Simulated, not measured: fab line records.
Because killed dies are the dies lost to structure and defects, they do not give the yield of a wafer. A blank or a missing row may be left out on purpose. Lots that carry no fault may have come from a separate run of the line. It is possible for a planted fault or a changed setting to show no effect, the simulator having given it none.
fab line records	flow sky130
record: lots: 6	wafers: 18	last-day: 50
route steps=708 shown POLY_CUT@308 SD_P@320 PAD_OPEN@708
lots with no fault: from the same line, run without faults
start-h: start of the lot's first displayed wafer, in hours after the record's first day	wait-h: time in hours since the lot's previous step	" the same as in the row above	L1.1+2: a single row standing in for several wafers	- no value present, or no start provided	* or withheld: withheld	< > ~ a bound
route shown NAME@n: a module of which the file shows steps, and the number in the route of the first	usual: mean and standard deviation over wafers with no fault	same: alike in all rows	chamber/n: place in a boat	sites: per-site readings	_std_site: standard deviation of those values	_edge_site: outer sites' mean less inner sites'	radius-mm: for every site, how far away it sits from the centre of the wafer	mask NAME#n: copy n	behind: tool/chamber where the wafer was last shaped	hold: cause of the lot's hold/its duration in hours/its outcome	device: the n, p or np transistor that did not switch	end of line: tests of these same wafers at the route's end	step lacking rows: just its recipe	killed: the dies lost at the first sort to structure and to defects; this is not the yield of the wafer	map: dies across one wafer; x = killed, . = not, _ = none there
set.NAME: the run value of the setting; set.NAME@STEP: its run value at that earlier step	model.NAME: the simulator's own value behind a step, which no gauge read
lots seen at some steps along the route; tables by step, rows by wafer
services: when a tool's chamber went out of use (start-h, in hours from the record's first day, below 0 if earlier), for how many hours, and the reason
== steps ==
step: SKY_POLY_CUT_HMDS_01
recipe: prime-time-s: 60	prime-temp-c: 120
step: SKY_POLY_CUT_COAT_02
recipe: resist: BARC	temp-c: withheld	time-s: withheld	spin-rpm: 3000	resist-thk-nm: 60
step: SKY_POLY_CUT_COAT_03
recipe: resist: KrF-thick	spin-rpm: 3000	resist-thk-nm: 450
step: SKY_POLY_CUT_SOFTBAKE_04
recipe: temp-c: 100	time-s: 90	resist: KrF-thick
step: SKY_POLY_CUT_EXPOSE_05
recipe: mask-id: NPCM	na: 0.8	source-shape: annular	sigma-inner: 0.55	sigma-outer: 0.85	target-cd-nm: 270	dose-mj: 32
step: SKY_POLY_CUT_PEB_06
recipe: peb-temp-c: withheld	peb-time-s: withheld	resist: KrF-thick
step: SKY_POLY_CUT_DEVELOP_07
recipe: develop-time-s: 60	resist: KrF-thick	dev-temp-c: 21
step: SKY_POLY_CUT_CD_MEAS_08
recipe: target-cd-nm: 270
usual: cd-nm: 270.3/1.4
lot.wafer	tool	chamber	start-h	wait-h	cd-nm
L755.1	cd-sem-01	-	620.69	-	269.3
L755.2	"	-	"	"	271.1
L755.6	"	-	"	"	269.7
L756.3	cd-sem-02	-	623.63	-	269.6
L756.4	"	-	"	"	270.6
L756.6	"	-	"	"	270.3
L759.2	cd-sem-01	-	647.66	-	270.7
L759.5	"	-	"	"	269.7
L759.6	"	-	"	"	269.2
L760.1	cd-sem-02	-	649.74	-	271.3
L760.2	"	-	"	"	271.3
L760.3	"	-	"	"	269.3
L762.1	cd-sem-02	-	663.69	-	270.2
L762.4	"	-	"	"	269.4
L762.6	"	-	"	"	270.4
L773.2	cd-sem-01	-	747.06	-	269.4
L773.5	"	-	"	"	268.6
L773.6	"	-	"	"	268.2
step: SKY_POLY_CUT_OVL_MEAS_09
usual: POLY_CUT_OVL: -4/6.2
lot.wafer	tool	chamber	start-h	wait-h	POLY_CUT_OVL[nm]
L755.1	overlay-01	-	620.81	0.1	-5
L755.2	"	-	"	"	1
L755.6	"	-	"	"	-4
L756.3	overlay-02	-	623.73	0.1	11
L756.4	"	-	"	"	5
L756.6	"	-	"	"	0
L759.2	overlay-02	-	647.77	0.1	-3
L759.5	"	-	"	"	1
L759.6	"	-	"	"	-3
L760.1	overlay-01	-	649.86	0.1	-6
L760.2	"	-	"	"	-5
L760.3	"	-	"	"	-8
L762.1	overlay-02	-	663.81	0.1	-7
L762.4	"	-	"	"	-7
L762.6	"	-	"	"	-4
L773.2	overlay-02	-	747.17	0.1	5
L773.5	"	-	"	"	1
L773.6	"	-	"	"	5
step: SKY_POLY_CUT_ETCH_10
recipe: chemistry: N2/H2	target: BARC	ion-energy-ev: 200	source-w: 500	bias-w: 100	pressure-mtorr: 30	n2-flow-sccm: 100	h2-flow-sccm: 200	stop-on: SiO2	time-s: 45.9	target-depth-a: 600
usual: drypump-motor-current-A: 5.7/0.57	oes-product-au: 0.855/0.0052	throttle-valve-pct: 13.225/0.0087
lot.wafer	tool	chamber	start-h	wait-h	drypump-motor-current-A	oes-product-au	rf-hours-counter-h	throttle-valve-pct
L755.1	rie-diel-03	2	620.85	0.0	6.5	0.849	8	13.217
L755.2	"	3	"	"	6.3	0.850	2	13.220
L755.6	"	0	"	"	5.0	0.851	-	13.224
L756.3	rie-diel-01	2	623.75	0.0	5.8	0.859	7	13.225
L756.4	"	3	"	"	5.5	0.856	69	13.231
L756.6	"	2	"	"	5.8	0.851	-	13.227
L759.2	rie-diel-03	0	647.80	0.0	5.0	0.857	18	13.226
L759.5	"	1	"	"	5.4	0.862	-	13.217
L759.6	"	2	"	"	6.5	0.861	-	13.223
L760.1	rie-diel-04	3	649.90	0.0	6.4	0.849	11	13.232
L760.2	"	2	"	"	6.3	0.859	2	13.234
L760.3	"	1	"	"	5.7	0.859	41	13.213
L762.1	rie-diel-03	2	663.85	0.0	6.5	0.857	9	13.242
L762.4	"	3	"	"	6.3	0.867	3	13.230
L762.6	"	3	"	"	6.3	0.850	-	13.226
L773.2	rie-diel-04	2	747.20	0.0	6.3	0.851	4	13.221
L773.5	"	2	"	"	6.2	0.854	-	13.220
L773.6	"	0	"	"	5.2	0.865	-	13.225
step: SKY_POLY_CUT_ETCH_11
recipe: target: Si3N4	chemistry: CF4/CH2F2/Ar	stop-on: poly-Si	source-w: 600	bias-w: 150	pressure-mtorr: 40	cf4-flow-sccm: 40	ch2f2-flow-sccm: 20	Ar_flow_sccm: 150	time-s: 42.5	target-depth-a: 600
usual: drypump-motor-current-A: 5.7/0.56	oes-product-au: 0.831/0.0073	throttle-valve-pct: 14.994/0.0083
lot.wafer	tool	chamber	start-h	wait-h	drypump-motor-current-A	oes-product-au	rf-hours-counter-h	throttle-valve-pct
L755.1	rie-diel-03	2	620.89	0.0	6.5	0.826	8	14.996
L755.2	"	3	"	"	6.3	0.834	2	15.002
L755.6	"	0	"	"	5.0	0.824	-	15.008
L756.3	rie-diel-01	2	623.79	0.0	5.8	0.833	7	14.994
L756.4	"	3	"	"	5.5	0.834	69	14.983
L756.6	"	2	"	"	5.8	0.826	-	14.994
L759.2	rie-diel-03	0	647.84	0.0	5.0	0.825	18	14.993
L759.5	"	1	"	"	5.4	0.821	-	14.994
L759.6	"	2	"	"	6.5	0.825	-	14.998
L760.1	rie-diel-04	3	649.94	0.0	6.4	0.827	11	15.004
L760.2	"	2	"	"	6.3	0.830	2	14.985
L760.3	"	1	"	"	5.7	0.835	41	14.989
L762.1	rie-diel-03	2	663.89	0.0	6.5	0.827	9	15.019
L762.4	"	3	"	"	6.3	0.830	3	14.981
L762.6	"	3	"	"	6.2	0.831	-	15.006
L773.2	rie-diel-04	2	747.24	0.0	6.3	0.826	4	14.994
L773.5	"	2	"	"	6.3	0.827	-	14.998
L773.6	"	0	"	"	5.2	0.835	-	14.981
step: SKY_POLY_CUT_STRIP_12
recipe: chemistry: O2/N2	power-w: 1400	pressure-mtorr: 1500	platen-temp-c: withheld	o2-flow-sccm: 3000	n2-flow-sccm: 300	overash-fraction: 0.5
usual: drypump-motor-current-A: 5.7/0.43	oes-product-au: 0.451/0.0047	strip-time-to-endpoint-s: 5.351/0.019
lot.wafer	tool	chamber	start-h	wait-h	drypump-motor-current-A	oes-product-au	rf-hours-counter-h	strip-time-to-endpoint-s
L755.1	plasma-asher-01	0	620.93	0.0	5.9	0.454	51	5.334
L755.2	"	1	"	"	5.4	0.457	51	5.322
L755.6	"	1	"	"	5.4	0.452	-	5.344
L756.3	plasma-asher-04	0	623.87	0.1	4.8	0.459	-	5.363
L756.4	"	1	"	"	6.1	0.453	-	5.360
L756.6	"	1	"	"	6.1	0.453	-	5.361
L759.2	plasma-asher-01	1	647.88	0.0	5.4	0.444	54	5.333
L759.5	"	1	"	"	5.4	0.451	-	5.339
L759.6	"	0	"	"	6.0	0.451	-	5.349
L760.1	plasma-asher-03	0	649.98	0.0	6.1	0.454	86	5.345
L760.2	"	1	"	"	5.9	0.450	86	5.343
L760.3	"	0	"	"	6.1	0.446	-	5.333
L762.1	plasma-asher-03	1	663.93	0.0	6.0	0.455	87	5.367
L762.4	"	1	"	"	6.0	0.456	-	5.330
L762.6	"	0	"	"	6.1	0.454	-	5.371
L773.2	plasma-asher-04	0	747.28	0.0	4.9	0.453	0	5.344
L773.5	"	1	"	"	6.1	0.436	-	5.358
L773.6	"	0	"	"	4.8	0.454	-	5.349
step: SKY_SD_P_DEHYDRATE_00
recipe: temp-c: 200	time-s: 60
usual: exhaust-pa: 45.1/0.8	heater-power-total-W: 160.38/0.13	plate-temp-C: 200.00/0.16
lot.wafer	tool	chamber	start-h	wait-h	exhaust-pa	heater-power-total-W	plate-temp-C
L755.1	litho-track-04	0	634.30	13.3	45.1	160.45	199.91
L755.2	"	0	"	"	44.7	160.54	200.08
L755.6	"	0	"	"	44.6	160.38	200.00
L756.3	litho-track-03	0	637.24	13.3	45.6	160.43	199.93
L756.4	"	0	"	"	45.1	160.29	199.79
L756.6	"	0	"	"	45.7	160.37	199.88
L759.2	litho-track-03	0	660.92	13.0	44.7	160.51	199.82
L759.5	"	0	"	"	43.6	160.19	199.70
L759.6	"	0	"	"	43.6	160.22	199.72
L760.1	litho-track-04	0	663.25	13.2	45.4	158.00	197.61
L760.2	"	0	"	"	44.8	158.24	197.57
L760.3	"	0	"	"	44.6	158.06	197.78
L762.1	litho-track-04	0	677.80	13.8	45.3	158.01	197.72
L762.4	"	0	"	"	45.1	157.97	197.61
L762.6	"	0	"	"	44.5	157.95	197.71
L773.2	litho-track-03	0	760.62	13.3	44.4	160.54	199.80
L773.5	"	0	"	"	45.4	160.46	200.04
L773.6	"	0	"	"	44.7	160.57	199.89
step: SKY_SD_P_HMDS_01
recipe: prime-time-s: 60	prime-temp-c: 120
step: SKY_PAD_OPEN_PROBE_99
usual: killed_at_M0_to_M3: 42/6.7	killed_at_M4_up: 3.3/2.1	killed-at-contacts: 24/5.1	killed-at-front-end: 15/4.6	killed-at-other: 0.3/0.58	killed-dies: 85/9.9	killed-open: 46/6.9	killed-short: 38/7
same: gross-dies: 492	killed-at-back-side: 0
lot.wafer	tool	chamber	start-h	wait-h	killed_at_M0_to_M3	killed_at_M4_up	killed-at-contacts	killed-at-front-end	killed-at-other	killed-dies	killed-open	killed-short
L755.1	prober-02	-	1120.11	0.1	55	5	24	19	0	103	45	56
L755.2	prober-02	-	1120.16	0.1	42	4	21	13	3	83	44	36
L755.6	prober-02	-	1120.36	0.2	47	3	11	18	0	79	33	44
L756.3	prober-01	-	1125.95	0.2	44	1	29	12	0	86	48	36
L756.4	prober-01	-	1126.00	0.2	49	2	20	18	0	89	54	34
L756.6	prober-01	-	1126.10	0.2	37	3	26	16	0	82	48	33
L759.2	prober-02	-	1140.65	0.1	52	4	24	11	1	92	43	49
L759.5	prober-02	-	1140.80	0.2	45	0	30	17	0	92	44	48
L759.6	prober-02	-	1140.85	0.2	54	0	31	13	0	98	59	39
L760.1	prober-01	-	1142.10	0.1	49	9	23	8	0	89	49	35
L760.2	prober-01	-	1142.15	0.1	51	1	25	20	0	97	59	38
L760.3	prober-01	-	1142.20	0.2	35	2	29	15	1	82	51	31
L762.1	prober-01	-	1152.67	0.1	36	4	28	16	0	84	50	34
L762.4	prober-01	-	1152.82	0.2	33	4	31	9	0	77	41	36
L762.6	prober-01	-	1152.92	0.2	45	2	34	16	0	97	61	36
L773.2	prober-02	-	1202.86	0.1	40	4	27	16	0	87	53	34
L773.5	prober-02	-	1203.01	0.2	34	5	23	14	1	77	40	37
L773.6	prober-02	-	1203.06	0.2	45	1	20	15	1	82	41	40
killed by level:class
L755.1 METAL1:geometric-particle:short=11 METAL2:geometric-particle:short=10 VIA1:geometric-particle:open=10 LI_CONTACT:geometric-particle:open=9 VIA1:geometric-particle:short=8 CONTACT:geometric-particle:open=6 FIELD_ISO:geometric-particle:short=5 POLY_GATE:geometric-particle:short=5
L755.2 VIA1:geometric-particle:open=11 CONTACT:geometric-particle:open=6 VIA2:geometric-particle:open=6 LOCAL_INTERCONNECT:geometric-particle:short=5 VIA1:geometric-particle:short=5 VIA3:geometric-particle:open=5 METAL2:geometric-particle:short=5 LI_CONTACT:geometric-particle:open=4
L755.6 VIA2:geometric-particle:open=10 METAL3:geometric-particle:short=7 VIA1:geometric-particle:open=6 POLY_GATE:geometric-particle:short=5 CONTACT:geometric-particle:open=5 METAL1:geometric-particle:short=5 VIA3:geometric-particle:short=5 FIELD_ISO:geometric-particle:short=4
L756.3 LI_CONTACT:geometric-particle:open=12 VIA1:geometric-particle:open=9 METAL1:geometric-particle:short=8 CONTACT:geometric-particle:open=7 VIA1:geometric-particle:short=6 METAL2:geometric-particle:short=6 VIA2:geometric-particle:open=5 VIA2:geometric-particle:short=4
L756.4 VIA1:geometric-particle:open=18 CONTACT:geometric-particle:open=8 FIELD_ISO:geometric-particle:open=6 FIELD_ISO:geometric-particle:short=6 VIA3:geometric-particle:open=6 LOCAL_INTERCONNECT:geometric-particle:short=4 LI_CONTACT:geometric-particle:open=4 VIA1:geometric-particle:short=4
L756.6 VIA1:geometric-particle:open=12 LI_CONTACT:geometric-particle:open=9 FIELD_ISO:geometric-particle:open=5 POLY_GATE:geometric-particle:open=5 CONTACT:geometric-particle:open=5 VIA1:geometric-particle:short=5 METAL2:geometric-particle:short=5 LOCAL_INTERCONNECT:geometric-particle:short=4
L759.2 VIA3:geometric-particle:open=9 VIA2:geometric-particle:open=8 METAL2:geometric-particle:short=8 CONTACT:geometric-particle:open=7 METAL1:geometric-particle:short=7 LI_CONTACT:geometric-particle:open=6 VIA1:geometric-particle:open=6 VIA2:geometric-particle:short=5
L759.5 VIA1:geometric-particle:open=10 CONTACT:geometric-particle:open=9 LI_CONTACT:geometric-particle:short=7 CONTACT:geometric-particle:short=7 VIA2:geometric-particle:open=7 VIA1:geometric-particle:short=6 FIELD_ISO:geometric-particle:open=5 LI_CONTACT:geometric-particle:open=5
L759.6 VIA1:geometric-particle:open=13 CONTACT:geometric-particle:open=12 METAL2:geometric-particle:short=9 VIA2:geometric-particle:open=8 METAL1:geometric-particle:short=7 VIA3:geometric-particle:open=7 LI_CONTACT:geometric-particle:open=6 CONTACT:geometric-particle:short=6
L760.1 CONTACT:geometric-particle:open=12 VIA3:geometric-particle:open=12 METAL1:geometric-particle:short=8 VIA2:geometric-particle:open=7 VIA1:geometric-particle:open=6 VIA1:geometric-particle:short=5 METAL3:geometric-particle:short=5 VIA4:area-etch=5
L760.2 VIA1:geometric-particle:open=11 CONTACT:geometric-particle:open=10 LI_CONTACT:geometric-particle:open=9 VIA3:geometric-particle:open=9 FIELD_ISO:geometric-particle:short=8 VIA2:geometric-particle:open=6 FIELD_ISO:geometric-particle:open=5 METAL2:geometric-particle:short=5
L760.3 CONTACT:geometric-particle:open=10 VIA1:geometric-particle:open=9 LI_CONTACT:geometric-particle:open=8 POLY_GATE:geometric-particle:short=6 VIA2:geometric-particle:open=5 LOCAL_INTERCONNECT:geometric-particle:short=4 CONTACT:geometric-particle:short=4 METAL2:geometric-particle:open=4
L762.1 LI_CONTACT:geometric-particle:open=12 CONTACT:geometric-particle:open=10 VIA1:geometric-particle:open=6 VIA2:geometric-particle:open=6 POLY_GATE:geometric-particle:short=5 METAL1:geometric-particle:short=5 CONTACT:geometric-particle:short=4 VIA3:geometric-particle:open=4
L762.4 LI_CONTACT:geometric-particle:open=14 VIA1:geometric-particle:open=9 LI_CONTACT:geometric-particle:short=6 VIA2:geometric-particle:open=6 METAL2:geometric-particle:short=5 LOCAL_INTERCONNECT:geometric-particle:short=4 METAL4:geometric-particle:short=4 FIELD_ISO:geometric-particle:short=3
L762.6 CONTACT:geometric-particle:open=17 VIA1:geometric-particle:open=12 POLY_GATE:geometric-particle:open=8 LOCAL_INTERCONNECT:geometric-particle:short=7 METAL1:geometric-particle:short=7 VIA2:geometric-particle:open=7 METAL2:geometric-particle:short=6 LI_CONTACT:geometric-particle:open=6
L773.2 LI_CONTACT:geometric-particle:open=15 VIA1:geometric-particle:open=12 VIA3:geometric-particle:open=6 POLY_GATE:geometric-particle:short=4 CONTACT:geometric-particle:short=4 CONTACT:geometric-particle:open=4 VIA1:geometric-particle:short=4 VIA2:geometric-particle:open=4
L773.5 LI_CONTACT:geometric-particle:open=8 CONTACT:geometric-particle:open=6 METAL1:geometric-particle:short=5 VIA1:geometric-particle:open=5 FIELD_ISO:geometric-particle:open=4 CONTACT:geometric-particle:short=4 VIA1:geometric-particle:short=4 METAL3:geometric-particle:short=4
L773.6 VIA3:geometric-particle:open=11 METAL1:geometric-particle:short=9 VIA1:geometric-particle:open=7 LI_CONTACT:geometric-particle:open=6 METAL2:geometric-particle:short=5 CONTACT:geometric-particle:short=4 FIELD_ISO:geometric-particle:open=4 POLY_GATE:geometric-particle:short=4
== services ==
tool	chamber	start-h	hours	kind
rie-diel-01	-	598.41	1.7	repair
rie-diel-03	2	609.50	8.3	repair
rie-diel-01	3	627.57	-	clean
rie-diel-01	3	627.57	18.1	scheduled-down
rie-diel-01	3	627.57	18.1	vent-cycle
rie-diel-04	3	633.89	11.2	repair
litho-track-03	-	636.64	-	consumable-replace:filter
rie-diel-04	1	677.41	6.4	repair
rie-diel-01	1	698.49	4.3	repair
plasma-asher-03	-	699.71	3.8	repair
rie-diel-04	0	713.55	20.3	repair
rie-diel-04	1	715.57	38.9	repair
plasma-asher-04	-	733.75	9.0	pm
plasma-asher-04	0	733.75	9.0	vent-cycle
plasma-asher-04	1	733.75	9.0	vent-cycle
plasma-asher-04	0	742.75	-	clean
plasma-asher-04	1	742.75	-	clean
rie-diel-03	1	742.85	10.0	repair
rie-diel-04	0	747.55	9.2	repair
rie-diel-04	0	756.73	-	clean
rie-diel-04	0	756.73	28.7	scheduled-down
rie-diel-04	0	756.73	28.7	vent-cycle
== key ==
first-sign: step: SKY_SD_P_DEHYDRATE_00	reading: heater-power-total-W	direction: down	sigmas: 19	usual: *	struck: *
effect: step: SKY_SD_P_DEHYDRATE_00	reading: plate-temp-C	direction: down	sigmas: 15	usual: *	struck: *
met-at SKY_SD_P_DEHYDRATE_00
struck-wafers L760.1,L760.2,L760.3,L762.1,L762.4,L762.6
tester-left-out L760,L762
onset-between 634.30 663.25
fault: kind: process-parameter-drift	tool: litho-track-04	chamber: -	onset-h: 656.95	steps: SKY_SD_P_DEHYDRATE_00	channel: temp-c	offset: *	shape: step	end-h: 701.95	acts-in: *	stated: *
tester-left-out: of these lots the tester's yield and bins aren't shown, on N5 and GAA mostly nor the transistor test; their killed dies are dies lost to structure and defects alone, not to doping, threshold or leakage, so they don't give the yield
